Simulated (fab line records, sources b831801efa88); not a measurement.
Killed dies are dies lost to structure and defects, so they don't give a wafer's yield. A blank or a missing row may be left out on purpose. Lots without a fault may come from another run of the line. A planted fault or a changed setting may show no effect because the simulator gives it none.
fab line records | flow sky130
record lots=5 wafers=15 last_day=49
route steps=708 shown RES_PROTECT@214 POLY_GATE@217 LDD_N@237
lots that met no fault: from a run of the same line without faults
start_h: hours from the record's first day to the start of the lot's first wafer shown | wait_h: hours since the lot's step before | " the same as in the row above | L1.1+2: a row that stands for several wafers | - no value, or no start given | * or withheld: withheld | < > ~ a bound
route shown NAME@n: a module of which the file shows steps, and the number in the route of the first | usual: mean/standard deviation of fault-free wafers | same: alike in all rows | chamber/n: place in a boat | sites: the reading at each site | _std_site: their standard deviation | _edge_site: outer sites' mean less inner sites' | radius_mm: how far each site lies from the wafer's centre | mask NAME#n: copy n | behind: the tool/chamber that last shaped the wafer | hold: why the lot was held/for how many hours/how that ended | device: the transistor (n, p or np) that didn't switch | end of line: the same wafers' tests at the end of the route | a step without rows: its recipe alone | killed: dies lost to structure and defects at the first sort, not the wafer's yield | map: a wafer's dies, x killed, . not, _ none there
set.NAME: the setting as run; set.NAME@STEP: as run at that earlier step | model.NAME: the simulator's own value behind a step, which no gauge read
lots at some steps of the route; a table a step, a row a wafer
services: from which hour (start_h, from the record's first day; less than 0 if before it) a tool's chamber was out of use, for how many hours, and why
## steps
# step SKY_RES_PROTECT_STRIP_07
# recipe chemistry=O2/N2 power_w=1400 pressure_mtorr=1500 platen_temp_c=withheld o2_flow_sccm=3000 n2_flow_sccm=300 overash_fraction=0.5
# usual drypump_motor_current_A=6.1/0.34 oes_product_au=0.517/0.0046 strip_time_to_endpoint_s=23.29/0.05
# columns lot.wafer tool chamber start_h wait_h drypump_motor_current_A oes_product_au rf_hours_counter_h strip_time_to_endpoint_s
L076.3 plasma_asher-03 0 352.51 0.1 5.4 0.517 - 23.20
L076.4 " 1 " " 6.4 0.517 - 23.27
L076.6 " 0 " " 5.4 0.515 - 23.28
L078.1 plasma_asher-02 1 370.18 0.1 6.2 0.521 54 23.36
L078.2 " 0 " " 6.1 0.520 54 23.34
L078.5 " 0 " " 6.1 0.517 - 23.33
L079.1 plasma_asher-03 0 383.63 0.1 5.4 0.525 66 23.23
L079.2 " 1 " " 6.4 0.521 66 23.25
L079.3 " 0 " " 5.5 0.521 - 23.27
L084.2 plasma_asher-03 0 429.47 0.1 5.4 0.515 70 23.32
L084.4 " 1 " " 6.4 0.521 - 23.31
L084.6 " 1 " " 6.4 0.522 - 23.38
L095.2 plasma_asher-02 1 520.56 0.1 6.3 0.514 69 23.33
L095.3 " 0 " " 6.1 0.515 - 23.36
L095.4 " 1 " " 6.2 0.531 - 23.35
# step SKY_RES_PROTECT_TW_MEAS_08
# usual POLY_GATE_TW=4087/37
# columns lot.wafer tool chamber start_h wait_h POLY_GATE_TW
L076.3 film_metro-01 - 352.60 0.1 4065
L076.4 " - " " 4082
L076.6 " - " " 4048
L078.1 film_metro-03 - 370.28 0.1 4147
L078.2 " - " " 4137
L078.5 " - " " 4137
L079.1 film_metro-03 - 383.73 0.1 4128
L079.2 " - " " 4109
L079.3 " - " " 4136
L084.2 film_metro-01 - 429.58 0.1 4068
L084.4 " - " " 4104
L084.6 " - " " 4076
L095.2 film_metro-01 - 520.67 0.1 4022
L095.3 " - " " 4019
L095.4 " - " " 4037
# step SKY_RES_PROTECT_CLEAN_09
# recipe chemistry=SC1/SC2 mix=1:4:20 temp_c=70 time_s=150 dry=n2_spin
# usual bath_guard_temp_C=70.1/0.52
# same time_s=150
# columns lot.wafer tool chamber start_h wait_h bath_guard_temp_C
L076.3 wet_bench-01 1 352.64 0.0 70.4
L076.4 " 1 " " 70.3
L076.6 " 1 " " 70.4
L078.1 wet_bench-01 3 370.34 0.1 70.8
L078.2 " 3 " " 70.6
L078.5 " 3 " " 71.2
L079.1 wet_bench-04 1 383.79 0.1 70.4
L079.2 " 1 " " 70.4
L079.3 " 1 " " 70.6
L084.2 wet_bench-04 2 429.63 0.0 69.3
L084.4 " 2 " " 69.2
L084.6 " 2 " " 69.1
L095.2 wet_bench-04 2 520.72 0.0 69.3
L095.3 " 2 " " 69.7
L095.4 " 2 " " 69.3
# step SKY_POLY_GATE_CVD_03
# recipe material=Si3N4 precursor=DCS/NH3 target_thk_nm=75 temp_c=770 time_s=1290 pressure_mtorr=250
# usual susceptor_temp_C=770.0/0.35 zone_power_top_pct=26.40/0.26
# same time_s=1290
# columns lot.wafer tool chamber start_h wait_h susceptor_temp_C zone_power_top_pct
L076.3 lpcvd-02 1 352.69 0.0 770.3 26.25
L076.4 " 1 " " 769.9 26.42
L076.6 " 1 " " 769.7 26.50
L078.1 lpcvd-02 0 375.28 4.9 770.1 26.28
L078.2 " 0 " " 770.2 26.50
L078.5 " 0 " " 769.9 26.07
L079.1 lpcvd-02 0 385.68 1.8 769.4 26.03
L079.2 " 0 " " 769.5 26.54
L079.3 " 0 " " 770.0 26.37
L084.2 lpcvd-02 1 430.55 0.9 769.4 26.59
L084.4 " 1 " " 769.9 26.49
L084.6 " 1 " " 769.5 26.67
L095.2 lpcvd-02 0 520.77 0.0 769.9 26.45
L095.3 " 0 " " 770.4 26.32
L095.4 " 0 " " 770.2 25.94
# step SKY_POLY_GATE_THK_MEAS_04
# recipe reads=Si3N4_of_POLY_GATE_CVD_03
# usual POLY_GATE_CVD_03_THK=74.8/0.77
# columns lot.wafer tool chamber start_h wait_h POLY_GATE_CVD_03_THK[nm]
L076.3 film_metro-02 - 354.07 0.0 75.1
L076.4 " - " " 74.7
L076.6 " - " " 75.1
L078.1 film_metro-02 - 376.64 0.0 75.0
L078.2 " - " " 75.4
L078.5 " - " " 75.7
L079.1 film_metro-01 - 387.04 0.0 75.4
L079.2 " - " " 75.7
L079.3 " - " " 75.3
L084.2 film_metro-02 - 431.91 0.0 74.3
L084.4 " - " " 73.4
L084.6 " - " " 74.1
L095.2 film_metro-04 - 522.14 0.0 74.2
L095.3 " - " " 73.5
L095.4 " - " " 74.0
# step SKY_POLY_GATE_DEHYDRATE_05
# recipe temp_c=200 time_s=60
# same time_s=60
# columns lot.wafer tool chamber start_h wait_h
L076.3+4+6 litho_track-02 0 366.96 12.9
L078.1+2+5 litho_track-04 0 390.47 13.8
L079.1+2+3 litho_track-04 0 400.92 13.9
L084.2+4+6 litho_track-04 0 446.74 14.8
L095.2+3+4 litho_track-04 0 537.04 14.9
# step SKY_POLY_GATE_HMDS_06
# recipe prime_time_s=60 prime_temp_c=120
# columns lot.wafer tool chamber start_h wait_h
L076.3+4+6 litho_track-02 0 367.11 0.1
L078.1+2+5 litho_track-04 0 390.62 0.1
L079.1+2+3 litho_track-04 0 401.07 0.1
L084.2+4+6 litho_track-04 0 446.89 0.1
L095.2+3+4 litho_track-04 0 537.19 0.1
# step SKY_POLY_GATE_COAT_07
# recipe resist=BARC temp_c=withheld time_s=withheld spin_rpm=3000 resist_thk_nm=110
# columns lot.wafer tool chamber start_h wait_h
L076.3+4+6 litho_track-02 0 367.26 0.1
L078.1+2+5 litho_track-04 0 390.77 0.1
L079.1+2+3 litho_track-04 0 401.22 0.1
L084.2+4+6 litho_track-04 0 447.04 0.1
L095.2+3+4 litho_track-04 0 537.34 0.1
# step SKY_POLY_GATE_COAT_08
# recipe resist=KrF-thick spin_rpm=3000 resist_thk_nm=450
# columns lot.wafer tool chamber start_h wait_h
L076.3+4+6 litho_track-02 0 - -
L078.1+2+5 litho_track-04 0 - -
L079.1+2+3 litho_track-04 0 - -
L084.2+4+6 litho_track-04 0 - -
L095.2+3+4 litho_track-04 0 - -
# step SKY_POLY_GATE_SOFTBAKE_09
# recipe temp_c=100 time_s=90 resist=KrF-thick
# same time_s=90
# columns lot.wafer tool chamber start_h wait_h
L076.3+4+6 litho_track-02 0 - -
L078.1+2+5 litho_track-04 0 - -
L079.1+2+3 litho_track-04 0 - -
L084.2+4+6 litho_track-04 0 - -
L095.2+3+4 litho_track-04 0 - -
# step SKY_POLY_GATE_EXPOSE_10
# recipe mask_id=P1M na=0.68 source_shape=conventional sigma_outer=0.6 target_cd_nm=150 dose_mj=28
# usual focus_offset_nm=-0.1/0.57
# columns lot.wafer tool chamber start_h wait_h mask focus_offset_nm
L076.3 krf_scanner-02 0 - - P1M#0 -0.7
L076.4 " 0 " " P1M#0 -1.0
L076.6 " 0 " " P1M#0 -0.3
L078.1 krf_scanner-02 0 - - P1M#0 0.0
L078.2 " 0 " " P1M#0 0.0
L078.5 " 0 " " P1M#0 0.5
L079.1 krf_scanner-02 0 - - P1M#0 0.2
L079.2 " 0 " " P1M#0 0.6
L079.3 " 0 " " P1M#0 1.0
L084.2 krf_scanner-01 0 - - P1M#0 -0.2
L084.4 " 0 " " P1M#0 -0.1
L084.6 " 0 " " P1M#0 -0.8
L095.2 krf_scanner-02 0 - - P1M#0 0.6
L095.3 " 0 " " P1M#0 0.6
L095.4 " 0 " " P1M#0 0.3
# step SKY_POLY_GATE_PEB_11
# recipe peb_temp_c=withheld peb_time_s=withheld resist=KrF-thick
# columns lot.wafer tool chamber start_h wait_h
L076.3+4+6 litho_track-02 0 - -
L078.1+2+5 litho_track-01 0 - -
L079.1+2+3 litho_track-04 0 - -
L084.2+4+6 litho_track-04 0 - -
L095.2+3+4 litho_track-01 0 - -
# step SKY_POLY_GATE_DEVELOP_12
# recipe develop_time_s=60 resist=KrF-thick dev_temp_c=21
# columns lot.wafer tool chamber start_h wait_h
L076.3+4+6 litho_track-02 0 - -
L078.1+2+5 litho_track-01 0 - -
L079.1+2+3 litho_track-04 0 - -
L084.2+4+6 litho_track-04 0 - -
L095.2+3+4 litho_track-01 0 - -
# step SKY_POLY_GATE_CD_MEAS_13
# recipe target_cd_nm=150
# usual cd_nm=149.8/1.4
# columns lot.wafer tool chamber start_h wait_h cd_nm
L076.3 cd_sem-02 - 381.95 - 150.1
L076.4 " - " " 151.0
L076.6 " - " " 150.2
L078.1 cd_sem-01 - 405.68 - 149.0
L078.2 " - " " 148.5
L078.5 " - " " 149.2
L079.1 cd_sem-01 - 416.07 - 151.6
L079.2 " - " " 150.2
L079.3 " - " " 149.8
L084.2 cd_sem-02 - 463.04 - 151.7
L084.4 " - " " 150.9
L084.6 " - " " 150.4
L095.2 cd_sem-01 - 553.35 - 150.3
L095.3 " - " " 151.1
L095.4 " - " " 150.3
# step SKY_POLY_GATE_OVL_MEAS_14
# usual POLY_GATE_OVL=0/5.2
# columns lot.wafer tool chamber start_h wait_h POLY_GATE_OVL[nm]
L076.3 overlay-02 - 382.05 0.1 -3
L076.4 " - " " 8
L076.6 " - " " 5
L078.1 overlay-02 - 405.80 0.1 -7
L078.2 " - " " -8
L078.5 " - " " -7
L079.1 overlay-01 - 416.19 0.1 -1
L079.2 " - " " -9
L079.3 " - " " 2
L084.2 overlay-01 - 463.14 0.1 -3
L084.4 " - " " -7
L084.6 " - " " -8
L095.2 overlay-02 - 553.45 0.1 7
L095.3 " - " " 0
L095.4 " - " " 10
# step SKY_POLY_GATE_ETCH_15
# recipe chemistry=N2/H2 target=BARC ion_energy_ev=200 source_w=485.1 bias_w=100 pressure_mtorr=30 n2_flow_sccm=100 h2_flow_sccm=200 stop_on=SiO2 time_s=118.5 target_depth_a=1100
# usual drypump_motor_current_A=5.6/0.48 oes_product_au=0.716/0.0046 throttle_valve_pct=13.212/0.009
# same time_s=118.5
# columns lot.wafer tool chamber start_h wait_h drypump_motor_current_A oes_product_au rf_hours_counter_h throttle_valve_pct
L076.3 rie_diel-03 1 382.07 0.0 5.1 0.715 61 13.198
L076.4 " 1 " " 5.1 0.720 - 13.215
L076.6 " 3 " " 5.2 0.718 - 13.208
L078.1 rie_diel-04 2 405.83 0.0 5.6 0.714 3 13.207
L078.2 " 1 " " 5.7 0.719 0 13.196
L078.5 " 3 " " 4.8 0.719 - 13.208
L079.1 rie_diel-04 3 416.22 0.0 4.7 0.706 22 13.206
L079.2 " 1 " " 5.7 0.711 0 13.214
L079.3 " 0 " " 5.7 0.712 96 13.218
L084.2 rie_diel-04 0 463.17 0.0 5.7 0.720 97 13.209
L084.4 " 1 " " 5.8 0.709 2 13.210
L084.6 " 1 " " 5.7 0.723 - 13.219
L095.2 rie_diel-01 1 553.48 0.0 6.4 0.721 1 13.224
L095.3 " 3 " " 6.0 0.717 6 13.203
L095.4 " 0 " " 5.4 0.722 59 13.231
# step SKY_POLY_GATE_ETCH_16
# recipe stop_on=poly-Si chemistry=CH3F/O2 target=Si3N4 source_w=400 bias_w=80 pressure_mtorr=25 ch3f_flow_sccm=40 O2_flow_sccm=30 time_s=147.5 target_depth_a=750
# usual drypump_motor_current_A=5.6/0.48 oes_product_au=0.640/0.0055 throttle_valve_pct=10.535/0.0088
# same time_s=147.5
# columns lot.wafer tool chamber start_h wait_h drypump_motor_current_A oes_product_au rf_hours_counter_h throttle_valve_pct
L076.3 rie_diel-03 1 382.15 0.0 5.1 0.634 62 10.528
L076.4 " 1 " " 5.1 0.659 - 10.538
L076.6 " 3 " " 5.2 0.641 - 10.524
L078.1 rie_diel-04 2 405.92 0.0 5.6 0.638 3 10.528
L078.2 " 1 " " 5.7 0.645 0 10.538
L078.5 " 3 " " 4.7 0.638 - 10.523
L079.1 rie_diel-04 3 416.30 0.0 4.7 0.651 22 10.545
L079.2 " 1 " " 5.8 0.645 0 10.538
L079.3 " 0 " " 5.7 0.638 96 10.520
L084.2 rie_diel-04 0 463.25 0.0 5.7 0.640 97 10.543
L084.4 " 1 " " 5.7 0.633 2 10.520
L084.6 " 1 " " 5.7 0.645 - 10.535
L095.2 rie_diel-01 1 553.57 0.0 6.4 0.634 1 10.528
L095.3 " 3 " " 6.0 0.635 6 10.546
L095.4 " 0 " " 5.4 0.641 59 10.530
# step SKY_POLY_GATE_ETCH_17
# recipe target_depth_nm=180 stop_on=SiO2 over_etch_frac=0.56667 chemistry=HBr/Cl2 target=poly-Si icp_w=400 bias_w=100 pressure_mtorr=10 HBr_flow_sccm=150 Cl2_flow_sccm=50 time_s=70.5
# usual drypump_motor_current_A=6.0/0.39 oes_product_au=0.984/0.0072 throttle_valve_pct=33.685/0.0088
# same time_s=70.5
# columns lot.wafer tool chamber start_h wait_h drypump_motor_current_A oes_product_au rf_hours_counter_h throttle_valve_pct
L076.3 rie_si-02 2 382.25 0.0 6.0 0.984 1 33.687
L076.4 " 0 " " 5.5 0.994 - 33.677
L076.6 " 1 " " 6.7 0.983 - 33.697
L078.1 rie_si-02 3 406.02 0.0 6.0 0.986 0 33.677
L078.2 " 0 " " 5.5 0.987 2 33.702
L078.5 " 2 " " 6.0 0.989 - 33.684
L079.1 rie_si-02 0 416.40 0.0 5.5 0.982 2 33.681
L079.2 " 2 " " 6.0 0.974 1 33.699
L079.3 " 3 " " 6.0 0.985 0 33.679
L084.2 rie_si-02 2 463.35 0.0 6.0 0.981 2 33.684
L084.4 " 3 " " 6.0 0.976 1 33.680
L084.6 " 2 " " 6.0 0.984 - 33.689
L095.2 rie_si-02 1 553.66 0.0 6.7 0.986 0 33.678
L095.3 " 0 " " 5.5 0.990 2 33.688
L095.4 " 3 " " 6.0 0.989 1 33.686
# step SKY_POLY_GATE_STRIP_18
# recipe chemistry=O2/N2 power_w=1400 pressure_mtorr=1500 platen_temp_c=withheld o2_flow_sccm=3000 n2_flow_sccm=300 overash_fraction=0.5
# usual drypump_motor_current_A=5.7/0.45 oes_product_au=0.361/0.0044 strip_time_to_endpoint_s=3.18/0.03
# columns lot.wafer tool chamber start_h wait_h drypump_motor_current_A oes_product_au rf_hours_counter_h strip_time_to_endpoint_s
L076.3 plasma_asher-02 1 382.34 0.1 6.3 0.361 - 3.21
L076.4 " 0 " " 6.0 0.362 - 3.21
L076.6 " 0 " " 6.0 0.363 - 3.22
L078.1 plasma_asher-04 0 406.07 0.0 5.1 0.365 28 3.26
L078.2 " 1 " " 5.6 0.369 28 3.25
L078.5 " 1 " " 5.6 0.363 - 3.19
L079.1 plasma_asher-04 1 416.46 0.0 5.6 0.370 29 3.19
L079.2 " 0 " " 5.1 0.363 29 3.18
L079.3 " 0 " " 5.1 0.360 - 3.15
L084.2 plasma_asher-02 1 463.41 0.0 6.3 0.362 64 3.21
L084.4 " 1 " " 6.3 0.362 - 3.19
L084.6 " 1 " " 6.3 0.355 - 3.16
L095.2 plasma_asher-04 0 553.72 0.0 5.1 0.362 44 3.19
L095.3 " 1 " " 5.6 0.365 - 3.18
L095.4 " 0 " " 5.1 0.363 - 3.18
# step SKY_POLY_GATE_CLEAN_19
# recipe chemistry=SC1/SC2 mix=1:4:20 temp_c=70 time_s=150 dry=n2_spin
# usual bath_guard_temp_C=70.1/0.45
# same time_s=150
# columns lot.wafer tool chamber start_h wait_h bath_guard_temp_C
L076.3 wet_bench-03 0 382.41 0.0 70.4
L076.4 " 0 " " 70.4
L076.6 " 0 " " 70.4
L078.1 wet_bench-01 0 406.17 0.1 70.4
L078.2 " 0 " " 70.2
L078.5 " 0 " " 69.9
L079.1 wet_bench-02 2 416.56 0.1 70.2
L079.2 " 2 " " 70.1
L079.3 " 2 " " 70.2
L084.2 wet_bench-01 1 463.51 0.1 70.0
L084.4 " 1 " " 70.2
L084.6 " 1 " " 70.2
L095.2 wet_bench-02 3 553.82 0.1 70.2
L095.3 " 3 " " 69.6
L095.4 " 3 " " 69.3
# step SKY_POLY_GATE_OXIDATION_20
# recipe temp_c=850 ambient=O2 stabilise_s=600 purge_s=300 target_thk_a=40 ox_time_s=899
# usual zone_power_top_pct=31.0/1.2
# columns lot.wafer tool chamber start_h wait_h zone_power_top_pct
L076.3 furnace-01 0 382.46 0.0 31.7
L076.4 " 0 " " 32.0
L076.6 " 0 " " 32.5
L078.1 furnace-01 0 409.28 3.1 32.1
L078.2 " 0 " " 31.8
L078.5 " 0 " " 31.8
L079.1 furnace-01 0 417.43 0.8 32.4
L079.2 " 0 " " 32.2
L079.3 " 0 " " 31.6
L084.2 furnace-02 0 463.56 0.0 29.9
L084.4 " 0 " " 29.5
L084.6 " 0 " " 29.7
L095.2 furnace-02 0 553.87 0.0 29.5
L095.3 " 0 " " 30.4
L095.4 " 0 " " 30.1
# step SKY_POLY_GATE_THK_MEAS_21
# recipe reads=SiO2_of_POLY_GATE_OXIDATION_20
# usual POLY_GATE_OXIDATION_THK=4.01/0.082
# columns lot.wafer tool chamber start_h wait_h POLY_GATE_OXIDATION_THK[nm]
L076.3 film_metro-02 - 383.76 0.1 4.06
L076.4 " - " " 4.09
L076.6 " - " " 4.05
L078.1 film_metro-04 - 410.53 0.0 3.97
L078.2 " - " " 4.01
L078.5 " - " " 4.00
L079.1 film_metro-02 - 418.68 0.0 4.07
L079.2 " - " " 4.10
L079.3 " - " " 4.18
L084.2 film_metro-02 - 464.82 0.0 3.91
L084.4 " - " " 4.01
L084.6 " - " " 3.94
L095.2 film_metro-01 - 555.13 0.0 3.86
L095.3 " - " " 3.82
L095.4 " - " " 3.90
# step SKY_POLY_GATE_CD_MEAS_22
# usual cd_nm=151.3/1.7
# columns lot.wafer tool chamber start_h wait_h cd_nm
L076.3 cd_sem-01 - 383.85 0.1 149.5
L076.4 " - " " 153.5
L076.6 " - " " 150.0
L078.1 cd_sem-02 - 410.59 0.1 151.6
L078.2 " - " " 150.1
L078.5 " - " " 152.2
L079.1 cd_sem-01 - 418.74 0.1 153.7
L079.2 " - " " 151.9
L079.3 " - " " 150.7
L084.2 cd_sem-01 - 464.90 0.1 153.3
L084.4 " - " " 152.7
L084.6 " - " " 153.3
L095.2 cd_sem-02 - 555.21 0.1 154.1
L095.3 " - " " 150.7
L095.4 " - " " 150.7
# step SKY_LDD_N_DEHYDRATE_00
# recipe temp_c=200 time_s=60
# same time_s=60
# columns lot.wafer tool chamber start_h wait_h
L076.3+4+6 litho_track-04 0 398.07 14.2
L078.1+2+5 litho_track-03 0 425.23 14.6
L079.1+2+3 litho_track-03 0 433.63 14.9
L084.2+4+6 litho_track-02 0 479.74 14.8
L095.2+3+4 litho_track-03 0 569.91 14.7
# step SKY_LDD_N_HMDS_01
# recipe prime_time_s=60 prime_temp_c=120
# columns lot.wafer tool chamber start_h wait_h
L076.3+4+6 litho_track-04 0 398.22 0.1
L078.1+2+5 litho_track-03 0 425.38 0.1
L079.1+2+3 litho_track-03 0 433.78 0.1
L084.2+4+6 litho_track-02 0 479.89 0.1
L095.2+3+4 litho_track-03 0 570.06 0.1
# step SKY_LDD_N_COAT_02
# recipe resist=NOVOLAK spin_rpm=3000 resist_thk_nm=304.6
# columns lot.wafer tool chamber start_h wait_h
L076.3+4+6 litho_track-04 0 398.37 0.1
L078.1+2+5 litho_track-03 0 425.53 0.1
L079.1+2+3 litho_track-03 0 433.93 0.1
L084.2+4+6 litho_track-02 0 480.04 0.1
L095.2+3+4 litho_track-03 0 570.21 0.1
# step SKY_LDD_N_SOFTBAKE_03
# recipe temp_c=90 time_s=60 resist=NOVOLAK
# same time_s=60
# columns lot.wafer tool chamber start_h wait_h
L076.3+4+6 litho_track-04 0 398.52 0.1
L078.1+2+5 litho_track-03 0 425.68 0.1
L079.1+2+3 litho_track-03 0 434.08 0.1
L084.2+4+6 litho_track-02 0 480.19 0.1
L095.2+3+4 litho_track-03 0 570.36 0.1
# step SKY_LDD_N_EXPOSE_04
# recipe mask_id=NTM target_cd_nm=840 na=0.6 source_shape=conventional sigma_outer=0.6 dose_mj=110
# usual focus_offset_nm=0.0/0.52
# columns lot.wafer tool chamber start_h wait_h mask focus_offset_nm
L076.3 iline_stepper-02 0 - - NTM#0 -0.1
L076.4 " 0 " " NTM#0 -1.0
L076.6 " 0 " " NTM#0 -0.4
L078.1 iline_stepper-02 0 - - NTM#0 -0.3
L078.2 " 0 " " NTM#0 -0.4
L078.5 " 0 " " NTM#0 0.1
L079.1 iline_stepper-01 0 - - NTM#0 -0.1
L079.2 " 0 " " NTM#0 -0.6
L079.3 " 0 " " NTM#0 -1.2
L084.2 iline_stepper-02 0 - - NTM#0 0.4
L084.4 " 0 " " NTM#0 -1.2
L084.6 " 0 " " NTM#0 -0.5
L095.2 iline_stepper-01 0 - - NTM#0 0.3
L095.3 " 0 " " NTM#0 -0.5
L095.4 " 0 " " NTM#0 0.1
# step SKY_LDD_N_PEB_05
# recipe temp_c=withheld time_s=* resist=NOVOLAK
# same time_s=*
# columns lot.wafer tool chamber start_h wait_h
L076.3+4+6 litho_track-02 0 - -
L078.1+2+5 litho_track-04 0 - -
L079.1+2+3 litho_track-03 0 - -
L084.2+4+6 litho_track-03 0 - -
L095.2+3+4 litho_track-04 0 - -
# step SKY_LDD_N_DEVELOP_06
# recipe develop_time_s=60 dev_temp_c=23
# columns lot.wafer tool chamber start_h wait_h
L076.3+4+6 litho_track-02 0 413.36 0.1
L078.1+2+5 litho_track-04 0 441.17 0.1
L079.1+2+3 litho_track-03 0 450.23 0.1
L084.2+4+6 litho_track-03 0 495.36 0.1
L095.2+3+4 litho_track-04 0 584.69 0.1
# step SKY_LDD_N_OVL_MEAS_07
# usual LDD_N_OVL=0.5/1.4
# columns lot.wafer tool chamber start_h wait_h LDD_N_OVL[nm]
L076.3 overlay-02 - 413.48 0.1 0.8
L076.4 " - " " 0.6
L076.6 " - " " 0.4
L078.1 overlay-02 - 441.32 0.1 1.6
L078.2 " - " " 2.9
L078.5 " - " " 1.6
L079.1 overlay-02 - 450.38 0.1 -1.0
L079.2 " - " " -0.4
L079.3 " - " " 0.0
L084.2 overlay-02 - 495.49 0.1 1.5
L084.4 " - " " 0.9
L084.6 " - " " 1.4
L095.2 overlay-02 - 584.82 0.1 0.6
L095.3 " - " " 2.3
L095.4 " - " " 2.9
# step SKY_LDD_N_IMPLANT_08
# recipe species=As energy_kev=20 dose_cm2=7.5e+13 tilt_deg=withheld rotation_deg=23
# usual end_station_pressure_torr=5.35e-06/3e-07 rotation_deg=22.998/0.019
# columns lot.wafer tool chamber start_h wait_h end_station_pressure_torr rotation_deg
L076.3 implanter-01 0 413.55 0.1 4.97e-06 22.977
L076.4 " 0 " " 5.33e-06 22.983
L076.6 " 0 " " 5.34e-06 23.031
L078.1 implanter-01 0 441.35 0.0 5.12e-06 22.962
L078.2 " 0 " " 6.01e-06 22.968
L078.5 " 0 " " 5.83e-06 22.977
L079.1 implanter-02 0 450.42 0.0 5.54e-06 23.038
L079.2 " 0 " " 5.02e-06 22.981
L079.3 " 0 " " 5.95e-06 23.012
L084.2 implanter-02 0 495.54 0.0 5.36e-06 23.006
L084.4 " 0 " " 5.21e-06 23.002
L084.6 " 0 " " 5.59e-06 23.014
L095.2 implanter-02 0 584.88 0.0 5.15e-06 22.980
L095.3 " 0 " " 5.31e-06 22.948
L095.4 " 0 " " 5.12e-06 22.973
# step SKY_LDD_N_IMPLANT_09
# recipe species=As energy_kev=20 dose_cm2=7.5e+13 tilt_deg=withheld rotation_deg=113
# usual end_station_pressure_torr=5.34e-06/2.9e-07 rotation_deg=113.00/0.024
# columns lot.wafer tool chamber start_h wait_h end_station_pressure_torr rotation_deg
L076.3 implanter-01 0 413.70 0.1 5.45e-06 113.02
L076.4 " 0 " " 5.29e-06 112.98
L076.6 " 0 " " 5.29e-06 113.00
L078.1 implanter-01 0 441.50 0.1 5.21e-06 112.98
L078.2 " 0 " " 5.41e-06 112.99
L078.5 " 0 " " 5.39e-06 113.02
L079.1 implanter-02 0 450.57 0.1 4.94e-06 113.04
L079.2 " 0 " " 5.58e-06 113.03
L079.3 " 0 " " 5.32e-06 112.99
L084.2 implanter-02 0 495.69 0.1 5.53e-06 112.98
L084.4 " 0 " " 5.48e-06 113.04
L084.6 " 0 " " 5.4e-06 113.00
L095.2 implanter-02 0 585.03 0.1 4.9e-06 113.00
L095.3 " 0 " " 4.78e-06 113.00
L095.4 " 0 " " 5.41e-06 112.99
# step SKY_LDD_N_IMPLANT_10
# recipe species=As energy_kev=20 dose_cm2=7.5e+13 tilt_deg=withheld rotation_deg=203
# usual end_station_pressure_torr=5.32e-06/2.8e-07 rotation_deg=203.00/0.031
# columns lot.wafer tool chamber start_h wait_h end_station_pressure_torr rotation_deg
L076.3 implanter-01 0 413.85 0.1 5.28e-06 203.06
L076.4 " 0 " " 5.51e-06 203.05
L076.6 " 0 " " 5.44e-06 203.05
L078.1 implanter-01 0 441.65 0.1 4.8e-06 203.03
L078.2 " 0 " " 5.31e-06 203.03
L078.5 " 0 " " 4.99e-06 203.02
L079.1 implanter-02 0 450.72 0.1 4.77e-06 203.02
L079.2 " 0 " " 5.18e-06 203.05
L079.3 " 0 " " 5.69e-06 202.99
L084.2 implanter-02 0 495.84 0.1 5.03e-06 202.98
L084.4 " 0 " " 4.92e-06 202.97
L084.6 " 0 " " 5.19e-06 202.95
L095.2 implanter-02 0 585.18 0.1 5.87e-06 202.98
L095.3 " 0 " " 5.19e-06 202.98
L095.4 " 0 " " 5.21e-06 202.99
# step SKY_LDD_N_IMPLANT_11
# recipe species=As energy_kev=20 dose_cm2=7.5e+13 tilt_deg=withheld rotation_deg=293
# usual end_station_pressure_torr=5.35e-06/2.6e-07 rotation_deg=293.00/0.037
# columns lot.wafer tool chamber start_h wait_h end_station_pressure_torr rotation_deg
L076.3 implanter-01 0 414.00 0.1 5.19e-06 292.98
L076.4 " 0 " " 5.18e-06 292.99
L076.6 " 0 " " 4.81e-06 292.98
L078.1 implanter-01 0 441.80 0.1 5.24e-06 293.04
L078.2 " 0 " " 5.3e-06 292.97
L078.5 " 0 " " 4.93e-06 293.03
L079.1 implanter-02 0 450.87 0.1 5.47e-06 293.04
L079.2 " 0 " " 5.23e-06 292.97
L079.3 " 0 " " 5.5e-06 293.05
L084.2 implanter-02 0 495.99 0.1 5.48e-06 293.00
L084.4 " 0 " " 5e-06 293.03
L084.6 " 0 " " 5.29e-06 293.02
L095.2 implanter-02 0 585.33 0.1 5.47e-06 293.01
L095.3 " 0 " " 4.8e-06 293.01
L095.4 " 0 " " 5.56e-06 293.02
# step SKY_LDD_N_IMPLANT_12
# recipe species=BF2 energy_kev=50 dose_cm2=5e+12 tilt_deg=30 rotation_deg=0
# usual end_station_pressure_torr=5e-06/2.6e-07 rotation_deg=-0.002/0.017
# columns lot.wafer tool chamber start_h wait_h end_station_pressure_torr rotation_deg
L076.3 implanter-01 0 414.15 0.1 5.13e-06 0.004
L076.4 " 0 " " 5.19e-06 0.002
L076.6 " 0 " " 4.72e-06 0.017
L078.1 implanter-01 0 441.95 0.1 4.52e-06 0.002
L078.2 " 0 " " 4.6e-06 0.005
L078.5 " 0 " " 5.13e-06 -0.017
L079.1 implanter-02 0 451.02 0.1 4.54e-06 -0.017
L079.2 " 0 " " 5.14e-06 0.011
L079.3 " 0 " " 5.43e-06 0.000
L084.2 implanter-02 0 496.14 0.1 4.95e-06 -0.042
L084.4 " 0 " " 4.66e-06 -0.040
L084.6 " 0 " " 4.44e-06 -0.007
L095.2 implanter-02 0 585.48 0.1 4.79e-06 0.004
L095.3 " 0 " " 4.83e-06 0.000
L095.4 " 0 " " 5.28e-06 -0.017
## services
# columns tool chamber start_h hours kind
implanter-02 - 348.02 3.3 pm
rie_diel-04 1 350.53 14.9 repair
krf_scanner-02 - 368.24 4.0 pm
lpcvd-02 - 369.12 5.0 repair
rie_diel-04 - 382.64 2.1 repair
krf_scanner-02 - 382.65 1.3 pm
krf_scanner-02 - 403.35 4.4 pm
lpcvd-02 - 419.72 0.9 repair
plasma_asher-02 - 425.63 6.0 repair
implanter-01 - 431.91 6.8 repair
krf_scanner-02 - 445.66 0.8 pm
implanter-01 - 452.10 5.6 pm
rie_diel-04 1 468.04 5.0 repair
rie_si-02 3 473.38 4.5 repair
rie_si-02 1 484.41 2.9 repair
rie_diel-04 - 491.90 0.9 repair
implanter-01 - 494.23 3.3 pm
rie_diel-04 0 506.09 1.6 repair
rie_diel-04 1 515.03 8.7 repair
implanter-02 - 529.18 11.1 pm
implanter-02 - 552.06 4.9 repair
lpcvd-02 - 557.03 28.1 pm
implanter-02 - 571.84 3.6 repair
rie_si-02 - 575.62 30.2 repair
## key
fault none
